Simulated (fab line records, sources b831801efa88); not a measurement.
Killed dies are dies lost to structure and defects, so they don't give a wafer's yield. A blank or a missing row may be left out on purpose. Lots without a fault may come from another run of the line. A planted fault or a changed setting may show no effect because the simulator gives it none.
Problem report in the 8D (eight disciplines) form, filled by code | flow sky130 | the parts of the form that need people (team, actions taken, sign-off) are left out

1. THE PROBLEM
PASSIVATION_CVD_02_THK at SKY_PASSIVATION_THK_MEAS_03 reads a mean of 772 nm on 2 wafers of 1 lot; wafers without a fault read 537 nm with a standard deviation of 7.9. That is +30 standard deviations from the usual mean.
First seen on wafer L427.1, day 46 08:49, on film_metro-04. The record holds 33 wafers of 11 lots with a number at this step. Rule for "out", or "out of limits": more than 4 standard deviations from the usual mean. The other wafers with a number count as sound.

2. WHAT IT IS AND WHAT IT IS NOT
question                    | is                     | is not
which readings at this step | PASSIVATION_CVD_02_THK | -
which lots                  | L427                   | L418, L421, L423, L425, L428, L436, L437, L438, L439, L440
which wafers of those lots  | L427.1, L427.2         | L427.4
read on which gauges        | film_metro-04          | film_metro-01, film_metro-03
when                        | from day 46 08:49      | up to then (13 sound wafers); but 18 sound wafers of L428, L436, L437, L438, L439, L440 came after

3. SUSPECTS, AND WHAT RULES EACH OUT
Counting: a tool at a process step up to the reading stays a suspect if it ran every lot that is out. Sound lots after the first of them don't rule it out here, since some wafers of a struck lot are sound.
- the gauge at SKY_PASSIVATION_THK_MEAS_03: ruled out. All the wafers that are out were read on film_metro-04, but those of them that SKY_PAD_OPEN_PROBE_99 has rows for are out there too, on other tools.
- cmp-01 at SKY_CONTACT_CMP_27 (polishes, stops on SiO2, t overpolish 15 s, target thk 0 nm): kept. It ran the lot that is out, L427 (day 34 17:52); its last sound lot up to then is L423 (day 34 01:59).
- pvd_sputter-01 at SKY_METAL1_SPUTTER_04 (material TiN, target thk 70 nm, time 58.3 s): kept. It ran the lot that is out, L427 (day 34 18:15).
- pvd_sputter-04 at SKY_VIA1_SPUTTER_20 (material TiN, target thk 20 nm, time 80 s): kept. It ran the lot that is out, L427 (day 37 00:20).
- pecvd-03 at SKY_PASSIVATION_CVD_02 (deposits Si3N4, target thk 540 nm): kept. It ran the lot that is out, L427 (day 46 08:35); its last sound lot up to then is L425 (day 45 23:17).
- Within cmp-01 at SKY_CONTACT_CMP_27: the wafers that are out ran in chambers 2, 3; their sound lot-mates ran in chamber 1.
Left after counting: cmp-01 at SKY_CONTACT_CMP_27, pvd_sputter-01 at SKY_METAL1_SPUTTER_04, pvd_sputter-04 at SKY_VIA1_SPUTTER_20, pecvd-03 at SKY_PASSIVATION_CVD_02.

4. THE CAUSE (what the simulator had put in)
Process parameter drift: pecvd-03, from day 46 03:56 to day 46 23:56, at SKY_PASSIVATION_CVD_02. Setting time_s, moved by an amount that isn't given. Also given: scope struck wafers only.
Counting left 4 suspects, and this tool is among them.

5. THE CHAIN OF EFFECTS, in route order
Each row: a reading whose mean over the struck wafers that have a number lies more than 3 standard deviations from the usual. Only readings for which the record gives a usual standard deviation are gone through. hours: the time from each lot's start at the first step in this table that gives one to its start at this step, as a median over the lots. sigmas: the change in usual standard deviations.
hours | step                        | reading                | usual  | on struck wafers | change | sigmas
0     | SKY_PASSIVATION_THK_MEAS_03 | PASSIVATION_CVD_02_THK | 537 nm | 772              | +235   | +30
43    | SKY_PAD_OPEN_PROBE_99       | defect_limited_yield   | 82.2 % | 34.6             | -47.6  | -26
43    | SKY_PAD_OPEN_PROBE_99       | killed_at_other        | 0.4    | 229.5            | +229.1 | +99 or more
43    | SKY_PAD_OPEN_PROBE_99       | killed_dies            | 87     | 322              | +234   | +27
43    | SKY_PAD_OPEN_PROBE_99       | killed_on_rim          | 18     | 72               | +54    | +15
43    | SKY_PAD_OPEN_PROBE_99       | sort_bin_5_function    | 10.7 % | 58.2             | +47.5  | +34
43    | SKY_PAD_OPEN_PROBE_99       | sort_n_pass            | 405    | 170              | -234   | -27
43    | SKY_PAD_OPEN_PROBE_99       | sort_yield_pct         | 82.2 % | 34.6             | -47.6  | -26
The process steps in it:
- SKY_PAD_OPEN_PROBE_99

6. WHAT WOULD HAVE CAUGHT IT SOONER
In this record the first reading out of limits at a measuring or inspecting step was taken at day 46 08:49, 5 hours after the fault began at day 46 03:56.
Of the tool readings at SKY_PASSIVATION_CVD_02 for which the record gives a usual standard deviation, none was out on any struck wafer, so an alarm limit of 4 standard deviations on them would not have fired.
All the lots that are out (1) had begun SKY_PASSIVATION_CVD_02 on pecvd-03 by day 46 08:49. A hold on the tool at that time would have spared none of them.
